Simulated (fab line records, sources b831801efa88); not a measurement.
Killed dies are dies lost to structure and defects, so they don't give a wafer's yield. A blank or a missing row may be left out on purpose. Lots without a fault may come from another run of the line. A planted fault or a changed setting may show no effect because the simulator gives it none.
Problem report in the 8D (eight disciplines) form, filled by code | flow sfq_line | the parts of the form that need people (team, actions taken, sign-off) are left out

1. THE PROBLEM
M5_OVL at SFQ_M5_OVL_MEAS_932 reads a mean of 55 nm on 9 wafers of 3 lots; wafers without a fault read -4 nm with a standard deviation of 5.8. That is +10 standard deviations from the usual mean.
First seen on wafer L968.4, day 59 01:47, on overlay-02. The record holds 45 wafers of 15 lots with a number at this step. Rule for "out", or "out of limits": more than 4 standard deviations from the usual mean. The other wafers with a number count as sound.

2. WHAT IT IS AND WHAT IT IS NOT
question                    | is                     | is not
which readings at this step | M5_OVL                 | -
which lots                  | L968, L969, L970       | L957, L958, L960, L961, L963, L964, L965, L966, L967, L974, L977, L978
which wafers of those lots  | all that have a number | -
read on which gauges        | overlay-02             | overlay-01
when                        | from day 59 01:47      | up to then (27 sound wafers); but 9 sound wafers of L974, L977, L978 came after

3. SUSPECTS, AND WHAT RULES EACH OUT
Counting: a tool at a process step up to the reading stays a suspect if it ran every lot that is out and no sound lot after the first of them.
- the gauge at SFQ_M5_OVL_MEAS_932: kept. All the wafers that are out were read on overlay-02, and no step on other tools shows them out.
- krf_scanner-01 at SFQ_TRILAYER_M5_LITHO_EXPOSE_124 (exposes mask M5, target cd 700 nm): kept. It ran every lot that is out, first L968 (day 59 00:52), and no sound lot after that; its last sound lot up to then is L967 (day 58 17:28).
Left after counting: krf_scanner-01 at SFQ_TRILAYER_M5_LITHO_EXPOSE_124, overlay-02 at SFQ_M5_OVL_MEAS_932.

4. THE CAUSE (what the simulator had put in)
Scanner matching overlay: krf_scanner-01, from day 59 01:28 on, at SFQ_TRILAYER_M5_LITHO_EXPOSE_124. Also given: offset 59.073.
Counting left 2 suspects, and this tool is among them.

5. THE CHAIN OF EFFECTS, in route order
Each row: a reading whose mean over the struck wafers that have a number lies more than 3 standard deviations from the usual. Only readings for which the record gives a usual standard deviation are gone through. hours: the time from each lot's start at the first step in this table that gives one to its start at this step, as a median over the lots. sigmas: the change in usual standard deviations.
hours | step                | reading | usual | on struck wafers | change | sigmas
0     | SFQ_M5_OVL_MEAS_932 | M5_OVL  | -4 nm | 55               | +59    | +10

6. WHAT WOULD HAVE CAUGHT IT SOONER
In this record the first reading out of limits at a measuring or inspecting step was taken at day 59 01:47, 0 hours after the fault began at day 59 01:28.
Of the lots that are out (3), L969, L970 began SFQ_TRILAYER_M5_LITHO_EXPOSE_124 on krf_scanner-01 after day 59 01:47. A hold on the tool at that time would have spared those 2.
